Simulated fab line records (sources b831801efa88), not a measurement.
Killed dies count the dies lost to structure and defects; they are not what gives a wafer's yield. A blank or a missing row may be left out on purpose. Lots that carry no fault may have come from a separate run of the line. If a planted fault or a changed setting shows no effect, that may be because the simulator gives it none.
fab line records	flow sky130
record: lots: 6	wafers: 18	last_day: 49
route steps=708 shown METAL5@669 PASSIVATION@681 PAD_OPEN@694
lots with no fault: from the same line, run without faults
start_h: the number of hours between the record's first day and the start of the first shown wafer of the lot	wait_h: how many hours have passed since the lot's step before this one	" repeats the value in the row above	L1.1+2: several wafers, shown together as one row	- no value, or no start was given	* or withheld: withheld	< > ~ a bound
route shown NAME@n: names a module that has steps shown in the file, with the first one's number in the route	usual: average and standard deviation across the fault-free wafers	same: alike in all rows	chamber/n: place in a boat	sites: readings site by site	_std_site: the standard deviation of these	_edge_site: inner sites' mean taken away from outer sites' mean	radius_mm: for every site, how far away it sits from the centre of the wafer	mask NAME#n: copy n	behind: tool/chamber where the wafer was last shaped	hold: reason for holding the lot/hours on hold/outcome of the hold	device: which transistor (n, p or np) failed to switch	end of line: tests of these same wafers at the route's end	a step without rows: its recipe alone	killed: at the first sort, the dies lost to defects and structure; wafer yield is something else	map: dies across one wafer; x = killed, . = not, _ = none there
set.NAME: the setting as run; set.NAME@STEP: as run at that earlier step	model.NAME: the simulator's own value behind a step, which no gauge read
a table for each step, a row for each wafer; lots at some steps of the route
services: the hour from which a tool's chamber was out of use, counted from the record's first day as start_h (under 0 if before that day), plus the number of hours and why
== steps ==
step: SKY_METAL5_HMDS_08
recipe: prime_time_s: 60	prime_temp_c: 120
step: SKY_METAL5_COAT_09
recipe: resist: NOVOLAK	spin_rpm: 3000	resist_thk_nm: 1800
step: SKY_METAL5_SOFTBAKE_10
recipe: temp_c: 90	time_s: 60	resist: NOVOLAK
step: SKY_METAL5_EXPOSE_11
recipe: mask_id: MM5	na: 0.6	source_shape: conventional	sigma_outer: 0.6	polarization: unpolarized	target_cd_nm: 1600	dose_mj: 190
step: SKY_METAL5_PEB_12
recipe: temp_c: withheld	time_s: *	resist: NOVOLAK
step: SKY_METAL5_DEVELOP_13
recipe: resist: NOVOLAK	developer: TMAH	develop_time_s: 60	dev_temp_c: 23
step: SKY_METAL5_DESCUM_14
recipe: chemistry: O2	source_power_w: 150	bias_power_w: 0	pressure_mtorr: 10	temp_c: 40	time_s: 11
usual: drypump_motor_current_A: 5.62/0.29	oes_product_au: 1.001/0.0081
lot.wafer	tool	chamber	start_h	wait_h	drypump_motor_current_A	oes_product_au	rf_hours_counter_h
L388.1	rie_metal-01	1	1038.14	0.1	6.03	0.999	10
L388.2	"	0	"	"	5.46	0.998	6
L388.5	"	1	"	"	6.02	1.013	-
L390.4	rie_metal-03	1	1047.37	0.1	5.92	0.992	-
L390.5	"	1	"	"	5.96	0.998	-
L390.6	"	0	"	"	5.27	0.986	-
L396.2	rie_metal-02	1	1089.51	0.1	5.62	1.000	21
L396.5	"	0	"	"	5.28	0.992	-
L396.6	"	1	"	"	5.61	1.014	-
L395.2	rie_metal-01	1	1091.41	0.1	6.05	1.005	14
L395.3	"	1	"	"	6.03	0.999	-
L395.6	"	0	"	"	5.49	1.004	-
L404.2	rie_metal-03	0	1139.21	0.1	5.25	0.996	24
L404.3	"	1	"	"	5.93	0.997	-
L404.6	"	1	"	"	5.90	0.995	-
L405.4	rie_metal-03	0	1139.87	0.1	5.26	0.978	-
L405.5	"	1	"	"	5.92	0.984	-
L405.6	"	0	"	"	5.26	0.983	-
step: SKY_METAL5_METAL_ETCH_15
recipe: target_depth_a: 12600	stop_on: SiO2	over_etch_frac: 0.2	time_s: 252	chemistry: Cl2/BCl3	resist_sidewall_deg: 86	pressure_mtorr: 10	icp_w: 900	bias_w: 48.5	Cl2_flow_sccm: 60	bcl3_flow_sccm: 30
usual: drypump_motor_current_A: 5.63/0.29	oes_product_au: 0.894/0.0048	throttle_valve_pct: 22.264/0.0093
lot.wafer	tool	chamber	start_h	wait_h	drypump_motor_current_A	oes_product_au	rf_hours_counter_h	throttle_valve_pct
L388.1	rie_metal-01	1	1038.17	0.0	6.04	0.899	10	22.269
L388.2	"	0	"	"	5.48	0.893	6	22.271
L388.5	"	1	"	"	6.02	0.898	-	22.262
L390.4	rie_metal-03	1	1047.47	0.1	5.96	0.884	-	22.275
L390.5	"	1	"	"	5.95	0.895	-	22.262
L390.6	"	0	"	"	5.23	0.886	-	22.264
L396.2	rie_metal-02	1	1089.54	0.0	5.64	0.895	21	22.262
L396.5	"	0	"	"	5.33	0.894	-	22.271
L396.6	"	1	"	"	5.61	0.896	-	22.261
L395.2	rie_metal-01	1	1091.44	0.0	6.01	0.903	14	22.270
L395.3	"	1	"	"	6.02	0.898	-	22.278
L395.6	"	0	"	"	5.50	0.890	-	22.267
L404.2	rie_metal-03	0	1139.24	0.0	5.25	0.898	24	22.262
L404.3	"	1	"	"	5.90	0.886	-	22.271
L404.6	"	1	"	"	5.92	0.897	-	22.273
L405.4	rie_metal-03	0	1139.97	0.1	5.27	0.884	-	22.247
L405.5	"	1	"	"	5.92	0.894	-	22.281
L405.6	"	0	"	"	5.28	0.895	-	22.258
step: SKY_METAL5_STRIP_16
recipe: chemistry: O2/N2	power_w: 1400	pressure_mtorr: 1500	platen_temp_c: withheld	o2_flow_sccm: 3000	n2_flow_sccm: 300	overash_fraction: 0.5
usual: drypump_motor_current_A: 5.8/0.32	n2_flow_sccm: 299.9/0.9	oes_product_au: 0.710/0.0045	strip_time_to_endpoint_s: 13.05/0.13
lot.wafer	tool	chamber	start_h	wait_h	drypump_motor_current_A	n2_flow_sccm	oes_product_au	rf_hours_counter_h	strip_time_to_endpoint_s
L388.1	plasma_asher-03	1	1038.41	0.2	5.2	300.0	0.712	125	13.00
L388.2	"	0	"	"	6.4	300.8	0.716	125	13.03
L388.5	"	1	"	"	5.3	300.2	0.709	-	12.85
L390.4	plasma_asher-01	1	1047.66	0.1	6.0	299.3	0.708	-	13.27
L390.5	"	0	"	"	5.7	301.0	0.701	-	13.34
L390.6	"	1	"	"	6.0	298.1	0.703	-	13.41
L396.2	plasma_asher-02	1	1089.78	0.2	5.7	301.1	0.718	86	13.06
L396.5	"	0	"	"	5.4	300.7	0.712	-	13.09
L396.6	"	1	"	"	5.7	300.9	0.715	-	13.00
L395.2	plasma_asher-02	1	1091.68	0.2	5.7	299.8	0.710	86	12.79
L395.3	"	0	"	"	5.4	300.2	0.709	-	12.78
L395.6	"	1	"	"	5.7	299.3	0.714	-	12.78
L404.2	plasma_asher-01	1	1139.48	0.2	6.0	299.6	0.714	77	13.09
L404.3	"	1	"	"	5.9	299.6	0.715	-	13.23
L404.6	"	1	"	"	5.9	299.3	0.715	-	13.16
L405.4	plasma_asher-01	1	1140.16	0.1	5.9	299.7	0.704	-	13.18
L405.5	"	0	"	"	5.8	299.0	0.706	-	13.22
L405.6	"	1	"	"	5.9	300.8	0.712	-	13.25
step: SKY_METAL5_STRIP_17
recipe: chemistry: post_etch_residue_remover	time_s: 1200	temp_c: 72.5
step: SKY_METAL5_CLEAN_18
recipe: chemistry: IPA	time_s: 180	temp_c: 25
step: SKY_METAL5_CLEAN_19
recipe: chemistry: O3/DIW	dry: n2_spin
step: SKY_PASSIVATION_CVD_00
recipe: material: SiO2	target_thk_nm: 90	temp_c: 400	time_s: withheld	rf_w: 600
usual: heater_power_w: 704/150
lot.wafer	tool	chamber	start_h	wait_h	heater_power_w	model.SiO2_of_PASSIVATION_CVD_00.thk_nm
L388.1	pecvd-04	1	1039.47	0.0	669	88.81
L388.2	"	0	"	"	646	87.99
L388.5	"	1	"	"	675	90.39
L390.4	pecvd-04	1	1048.30	0.0	656	66.54
L390.5	"	0	"	"	555	66.54
L390.6	"	2	"	"	682	66.84
L396.2	pecvd-02	2	1090.37	0.0	622	87.47
L396.5	"	1	"	"	816	89.96
L396.6	"	2	"	"	639	89.24
L395.2	pecvd-04	1	1092.27	0.0	647	65.43
L395.3	"	2	"	"	705	66.15
L395.6	"	2	"	"	687	67.17
L404.2	pecvd-02	0	1140.07	0.0	648	88.29
L404.3	"	2	"	"	585	88.98
L404.6	"	2	"	"	591	89.59
L405.4	pecvd-01	2	1140.74	0.0	643	90.78
L405.5	"	0	"	"	980	90.78
L405.6	"	1	"	"	750	91.71
step: SKY_PASSIVATION_THK_MEAS_01
recipe: reads: SiO2_of_PASSIVATION_CVD_00
usual: PASSIVATION_CVD_00_THK: 89.8/1.1
lot.wafer	tool	chamber	start_h	wait_h	PASSIVATION_CVD_00_THK[nm]
L388.1	film_metro-01	-	1039.49	-	88.8
L388.2	"	-	"	"	88.0
L388.5	"	-	"	"	90.4
L390.4	film_metro-04	-	1048.34	-	66.6
L390.5	"	-	"	"	66.5
L390.6	"	-	"	"	66.9
L396.2	film_metro-01	-	1090.40	-	87.5
L396.5	"	-	"	"	90.1
L396.6	"	-	"	"	89.2
L395.2	film_metro-01	-	1092.30	-	65.5
L395.3	"	-	"	"	66.1
L395.6	"	-	"	"	67.2
L404.2	film_metro-02	-	1140.10	-	88.3
L404.3	"	-	"	"	89.0
L404.6	"	-	"	"	89.6
L405.4	film_metro-04	-	1140.78	-	90.8
L405.5	"	-	"	"	90.7
L405.6	"	-	"	"	91.7
step: SKY_PASSIVATION_CVD_02
recipe: material: Si3N4	target_thk_nm: 540	temp_c: 400	time_s: withheld	rf_w: 450
usual: heater_power_w: 778/170
lot.wafer	tool	chamber	start_h	wait_h	heater_power_w
L388.1	pecvd-01	1	1039.55	0.1	697
L388.2	"	0	"	"	1201
L388.5	"	0	"	"	991
L390.4	pecvd-01	0	1048.48	0.1	1092
L390.5	"	1	"	"	667
L390.6	"	2	"	"	623
L396.2	pecvd-01	2	1090.45	0.0	664
L396.5	"	2	"	"	688
L396.6	"	1	"	"	761
L395.2	pecvd-02	2	1092.35	0.0	706
L395.3	"	0	"	"	677
L395.6	"	1	"	"	747
L404.2	pecvd-04	2	1140.15	0.0	698
L404.3	"	0	"	"	634
L404.6	"	0	"	"	650
L405.4	pecvd-02	2	1140.92	0.1	720
L405.5	"	1	"	"	858
L405.6	"	0	"	"	714
step: SKY_PASSIVATION_THK_MEAS_03
recipe: reads: Si3N4_of_PASSIVATION_CVD_02
usual: PASSIVATION_CVD_02_THK: 541/6.8
lot.wafer	tool	chamber	start_h	wait_h	PASSIVATION_CVD_02_THK[nm]
L388.1	film_metro-04	-	1039.77	-	535
L388.2	"	-	"	"	540
L388.5	"	-	"	"	554
L390.4	film_metro-01	-	1048.63	-	552
L390.5	"	-	"	"	552
L390.6	"	-	"	"	553
L396.2	film_metro-02	-	1090.69	-	539
L396.5	"	-	"	"	546
L396.6	"	-	"	"	550
L395.2	film_metro-02	-	1092.59	-	540
L395.3	"	-	"	"	533
L395.6	"	-	"	"	532
L404.2	film_metro-01	-	1140.39	-	524
L404.3	"	-	"	"	523
L404.6	"	-	"	"	539
L405.4	film_metro-04	-	1141.06	-	548
L405.5	"	-	"	"	540
L405.6	"	-	"	"	548
step: SKY_PASSIVATION_DEHYDRATE_04
recipe: temp_c: 200	time_s: 60
step: SKY_PASSIVATION_HMDS_05
recipe: prime_time_s: 60	prime_temp_c: 120
step: SKY_PASSIVATION_COAT_06
recipe: spin_rpm: 2000	resist_thk_nm: 3000
step: SKY_PASSIVATION_SOFTBAKE_07
recipe: temp_c: 110	time_s: withheld
step: SKY_PASSIVATION_EXPOSE_08
recipe: mask_id: NSM	target_cd_nm: 3000	na: 0.57	dose_mj: 260
step: SKY_PASSIVATION_PEB_09
recipe: temp_c: 115	time_s: withheld
step: SKY_PASSIVATION_DEVELOP_10
recipe: develop_time_s: 60	dev_temp_c: 23
step: SKY_PASSIVATION_ETCH_11
recipe: chemistry: CF4/O2	target_depth_nm: 725	stop_on: AlCu	source_w: 824.9	bias_w: 150	pressure_mtorr: 150	cf4_flow_sccm: 80	O2_flow_sccm: 10	time_s: 161.1
usual: cf4_flow_sccm: 79.99/0.24	drypump_motor_current_A: 5.8/0.32	oes_product_au: 0.980/0.0074	throttle_valve_pct: 5.965/0.0098
lot.wafer	tool	chamber	start_h	wait_h	cf4_flow_sccm	drypump_motor_current_A	oes_product_au	rf_hours_counter_h	throttle_valve_pct	model.PASSIVATION.feature_depth_nm	model.etch.depth_nm
L388.1	rie_diel-01	3	1061.76	-	79.55	5.7	0.979	15	5.965	697.2	697.2
L388.2	"	0	"	"	80.38	5.7	0.982	13	5.985	701.8	701.8
L388.5	"	0	"	"	80.38	5.7	0.984	-	5.960	718.2	718.2
L390.4	rie_diel-04	0	1069.36	-	79.72	5.1	0.971	12	5.971	693.4	693.4
L390.5	"	2	"	"	79.78	4.8	0.964	-	5.943	691.8	691.8
L390.6	"	3	"	"	79.41	5.6	0.967	-	5.970	693.6	693.6
L396.2	rie_diel-04	0	1110.41	-	79.91	5.1	0.984	13	5.964	702.5	702.5
L396.5	"	1	"	"	79.98	5.8	0.978	-	5.955	710.9	710.9
L396.6	"	0	"	"	80.10	5.1	0.989	-	5.959	714.2	714.2
L395.2	rie_diel-01	3	1112.77	-	80.02	5.7	0.960	17	5.962	680	680
L395.3	"	1	"	"	79.93	5.8	0.955	16	5.952	673.4	673.4
L395.6	"	0	"	"	80.04	5.8	0.959	-	5.961	673.5	673.5
L404.2	rie_diel-01	1	1158.32	-	80.27	5.9	0.960	18	5.977	685	685
L404.3	"	0	"	"	79.93	5.8	0.964	17	5.956	684.7	684.7
L404.6	"	3	"	"	80.14	5.7	0.990	-	5.977	702.3	702.3
L405.4	rie_diel-04	2	1159.06	-	79.80	4.8	0.994	29	5.951	712.6	712.6
L405.5	"	2	"	"	80.07	4.8	0.982	-	5.950	704.6	704.6
L405.6	"	3	"	"	80.15	5.6	0.987	-	5.961	713.8	713.8
step: SKY_PASSIVATION_STRIP_12
recipe: chemistry: O2/N2	power_w: 1400	pressure_mtorr: 1500	platen_temp_c: withheld	overash_fraction: 0.7	o2_flow_sccm: 3000	n2_flow_sccm: 300
usual: drypump_motor_current_A: 5.9/0.38	n2_flow_sccm: 300.0/0.95	oes_product_au: 0.661/0.0045	strip_time_to_endpoint_s: 31.36/0.12
lot.wafer	tool	chamber	start_h	wait_h	drypump_motor_current_A	n2_flow_sccm	oes_product_au	rf_hours_counter_h	strip_time_to_endpoint_s
L388.1	plasma_asher-02	1	1061.86	0.1	5.7	299.2	0.663	84	31.16
L388.2	"	0	"	"	5.4	298.4	0.659	84	31.40
L388.5	"	0	"	"	5.4	300.2	0.660	-	31.23
L390.4	plasma_asher-04	0	1069.50	0.1	6.4	298.9	0.669	-	31.40
L390.5	"	0	"	"	6.4	298.9	0.665	-	31.42
L390.6	"	1	"	"	6.5	299.1	0.662	-	31.30
L396.2	plasma_asher-02	1	1110.52	0.1	5.7	299.8	0.661	88	31.21
L396.5	"	0	"	"	5.4	298.4	0.658	-	31.21
L396.6	"	1	"	"	5.7	298.5	0.665	-	31.21
L395.2	plasma_asher-01	1	1112.88	0.1	5.9	299.1	0.669	74	31.46
L395.3	"	1	"	"	5.9	298.8	0.662	-	31.48
L395.6	"	1	"	"	6.0	300.2	0.656	-	31.53
L404.2	plasma_asher-04	0	1158.43	0.1	6.4	300.7	0.663	37	31.33
L404.3	"	0	"	"	6.4	299.7	0.661	-	31.38
L404.6	"	0	"	"	6.4	299.4	0.662	-	31.40
L405.4	plasma_asher-01	1	1159.20	0.1	5.9	301.3	0.677	-	31.19
L405.5	"	1	"	"	5.9	299.4	0.656	-	31.33
L405.6	"	0	"	"	5.7	299.6	0.663	-	31.12
step: SKY_PAD_OPEN_DEHYDRATE_00
recipe: temp_c: 200	time_s: 60
step: SKY_PAD_OPEN_HMDS_01
recipe: prime_time_s: 60	prime_temp_c: 120
step: SKY_PAD_OPEN_COAT_02
recipe: spin_rpm: 2000	resist_thk_nm: 3000
step: SKY_PAD_OPEN_SOFTBAKE_03
recipe: temp_c: 110	time_s: withheld
step: SKY_PAD_OPEN_EXPOSE_04
recipe: mask_id: PDM	target_cd_nm: 60000	na: 0.57	dose_mj: 260
step: SKY_PAD_OPEN_PEB_05
recipe: temp_c: 115	time_s: withheld
step: SKY_PAD_OPEN_DEVELOP_06
recipe: develop_time_s: 60	dev_temp_c: 23
step: SKY_PAD_OPEN_ETCH_07
recipe: chemistry: CF4/O2	target_depth_nm: 725	stop_on: AlCu	source_w: 800	bias_w: 150	pressure_mtorr: 150	cf4_flow_sccm: 80	O2_flow_sccm: 10	time_s: 161.1
usual: cf4_flow_sccm: 80.00/0.24	drypump_motor_current_A: 5.8/0.53	oes_product_au: 0.979/0.0068	throttle_valve_pct: 5.964/0.0096
lot.wafer	tool	chamber	start_h	wait_h	cf4_flow_sccm	drypump_motor_current_A	oes_product_au	rf_hours_counter_h	throttle_valve_pct	model.PAD_OPEN.feature_depth_nm	model.etch.depth_nm
L388.1	rie_diel-03	0	1082.87	-	80.00	6.4	0.981	18	5.949	697.2	697.2
L388.2	"	2	"	"	80.05	5.0	0.976	2	5.962	701.8	701.8
L388.5	"	0	"	"	79.86	6.4	0.993	-	5.983	718.2	718.2
L390.4	rie_diel-03	3	1089.69	-	80.31	6.4	0.972	-	5.950	693.4	693.4
L390.5	"	0	"	"	80.38	6.4	0.977	-	5.960	691.8	691.8
L390.6	"	2	"	"	79.54	5.0	0.963	-	5.954	693.6	693.6
L396.2	rie_diel-02	2	1129.90	-	79.37	6.3	0.981	16	5.978	702.5	702.5
L396.5	"	3	"	"	80.47	6.0	0.970	-	5.958	710.9	710.9
L396.6	"	0	"	"	80.14	5.5	0.989	-	5.964	714.2	714.2
L395.2	rie_diel-02	3	1131.87	-	79.78	6.0	0.965	20	5.954	680	680
L395.3	"	2	"	"	79.99	6.3	0.950	16	5.944	673.4	673.4
L395.6	"	0	"	"	79.97	5.5	0.946	-	5.959	673.5	673.5
L404.2	rie_diel-02	2	1175.05	-	79.89	6.3	0.963	17	5.955	685	685
L404.3	"	3	"	"	80.01	6.0	0.970	22	5.947	684.7	684.7
L404.6	"	3	"	"	79.99	6.1	0.981	-	5.960	702.3	702.3
L405.4	rie_diel-04	1	1176.17	-	80.24	5.8	0.989	8	5.967	712.6	712.6
L405.5	"	1	"	"	80.60	5.8	0.984	-	5.966	704.6	704.6
L405.6	"	0	"	"	79.63	5.1	0.992	-	5.951	713.8	713.8
step: SKY_PAD_OPEN_STRIP_08
recipe: chemistry: O2/N2	power_w: 1400	pressure_mtorr: 1500	platen_temp_c: withheld	overash_fraction: 0.7	o2_flow_sccm: 3000	n2_flow_sccm: 300
step: SKY_PAD_OPEN_PROBE_99
usual: defect_limited_yield: 82.6/1.9	killed_at_M0_to_M3: 43/6.5	killed_at_M4_up: 3.2/1.8	killed_at_contacts: 24/5	killed_at_front_end: 15/4.1	killed_at_other: 0.3/0.54	killed_dies: 85/9.3	killed_open: 47/7.2	killed_short: 39/5.9	sort_bin_3_pad_short: 0.9/0.4	sort_bin_5_function: 10.3/1.5	sort_bin_6_memory: 6.2/1.2	sort_n_pass: 407/9.3	sort_yield_pct: 82.6/1.9
same: gross_dies: 492	killed_at_back_side: 0	sort_bin_4_leakage[%]: 0	sort_bin_8_speed[%]: 0
lot.wafer	tool	chamber	start_h	wait_h	defect_limited_yield[%]	killed_at_M0_to_M3	killed_at_M4_up	killed_at_contacts	killed_at_front_end	killed_at_other	killed_dies	killed_open	killed_short	sort_bin_3_pad_short[%]	sort_bin_5_function[%]	sort_bin_6_memory[%]	sort_n_pass	sort_yield_pct[%]
L388.1	prober-02	-	1085.34	0.1	83.1	46	3	21	13	0	83	37	46	0.6	11.2	5.1	409	83.1
L388.2	prober-02	-	1085.39	0.1	82.5	49	3	23	11	0	86	45	41	0.8	9.3	7.3	406	82.5
L388.5	prober-02	-	1085.54	0.2	83.1	48	2	20	13	0	83	48	35	1.2	10.0	5.7	409	83.1
L405.4	prober-01	-	1179.14	0.2	81.1	46	3	25	19	0	93	55	38	0.6	11.4	6.9	399	81.1
L405.5	prober-01	-	1179.19	0.2	82.1	46	1	23	18	0	88	44	44	1.2	10.8	5.9	404	82.1
L405.6	prober-01	-	1179.24	0.2	85.8	29	3	20	18	0	70	41	29	0.4	9.1	4.7	422	85.8
killed by level:class
L388.1 METAL1:geometric_particle:short=8 METAL2:geometric_particle:short=8 CONTACT:geometric_particle:open=7 VIA3:geometric_particle:open=7 VIA2:geometric_particle:open=6 LI_CONTACT:geometric_particle:open=6 FIELD_ISO:geometric_particle:short=5 VIA1:geometric_particle:open=4
L388.2 VIA1:geometric_particle:open=10 VIA2:geometric_particle:open=10 CONTACT:geometric_particle:open=9 VIA3:geometric_particle:open=6 CONTACT:geometric_particle:short=6 VIA2:geometric_particle:short=6 FIELD_ISO:geometric_particle:short=4 LI_CONTACT:geometric_particle:open=4
L388.5 VIA3:geometric_particle:open=13 VIA1:geometric_particle:open=10 CONTACT:geometric_particle:open=6 VIA2:geometric_particle:open=6 LI_CONTACT:geometric_particle:open=5 CONTACT:geometric_particle:short=5 VIA3:geometric_particle:short=5 POLY_GATE:geometric_particle:short=4
L405.4 VIA1:geometric_particle:open=16 CONTACT:geometric_particle:open=9 LI_CONTACT:geometric_particle:open=7 VIA1:geometric_particle:short=7 POLY_GATE:geometric_particle:short=5 METAL1:geometric_particle:short=5 VIA3:geometric_particle:open=5 FIELD_ISO:geometric_particle:short=4
L405.5 METAL2:geometric_particle:short=9 VIA1:geometric_particle:open=9 LI_CONTACT:geometric_particle:open=8 CONTACT:geometric_particle:open=8 METAL1:geometric_particle:short=7 VIA2:geometric_particle:open=5 POLY_GATE:geometric_particle:short=5 VIA1:geometric_particle:short=5
L405.6 LI_CONTACT:geometric_particle:open=8 VIA3:geometric_particle:open=7 VIA1:geometric_particle:open=6 POLY_GATE:geometric_particle:short=5 CONTACT:geometric_particle:open=5 FIELD_ISO:geometric_particle:short=3 SPACER:geometric_particle:open=3 LI_CONTACT:geometric_particle:short=3
== services ==
tool	chamber	start_h	hours	kind
rie_diel-01	2	1031.23	9.3	repair
rie_diel-04	0	1037.37	8.9	repair
plasma_asher-01	-	1040.34	2.0	repair
rie_diel-02	-	1047.55	0.1	repair
pecvd-01	0	1055.69	12.5	repair
pecvd-04	1	1057.11	21.1	repair
rie_metal-01	1	1059.29	1.3	repair
rie_diel-01	0	1063.82	10.4	repair
rie_diel-04	1	1076.72	3.4	repair
plasma_asher-02	-	1077.44	4.5	repair
rie_diel-02	-	1081.56	4.1	repair
rie_diel-02	0	1092.37	3.5	repair
plasma_asher-02	-	1097.54	0.3	repair
rie_diel-04	-	1100.29	2.8	pm
rie_diel-04	2	1104.58	9.8	repair
rie_metal-03	-	1107.02	2.1	repair
rie_diel-02	-	1115.53	9.4	repair
rie_metal-01	0	1116.26	19.5	repair
pecvd-02	2	1118.88	9.1	repair
pecvd-01	1	1120.90	1.9	repair
pecvd-04	-	1163.49	4.3	pm
rie_diel-02	1	1166.12	5.4	repair
pecvd-04	-	1168.39	4.8	repair
pecvd-04	2	1171.16	5.4	repair
== key ==
first_sign: step: SKY_PASSIVATION_THK_MEAS_01	reading: PASSIVATION_CVD_00_THK	direction: down	sigmas: 22	usual: 89.8	struck: 66.5
effect none on later readings
model_effect: step: SKY_PASSIVATION_CVD_00	value: SiO2_of_PASSIVATION_CVD_00.thk_nm	without: 90.59	struck: 66.44
model_effect: step: SKY_PASSIVATION_ETCH_11	value: PASSIVATION.feature_depth_nm	without: 708.4	struck: 684.3
model_effect: step: SKY_PAD_OPEN_ETCH_07	value: PAD_OPEN.feature_depth_nm	without: 708.4	struck: 684.3
met_at SKY_PASSIVATION_CVD_00
struck_wafers L390.4,L390.5,L390.6,L395.2,L395.3,L395.6
onset_between 1039.47 1048.30
fault: kind: process_parameter_drift	tool: pecvd-04	chamber: -	onset_h: 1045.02	steps: SKY_PASSIVATION_CVD_00	channel: target_thk_nm	offset: -24.082	shape: step	end_h: 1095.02	acts_in: these_recipes_only	stated: 90
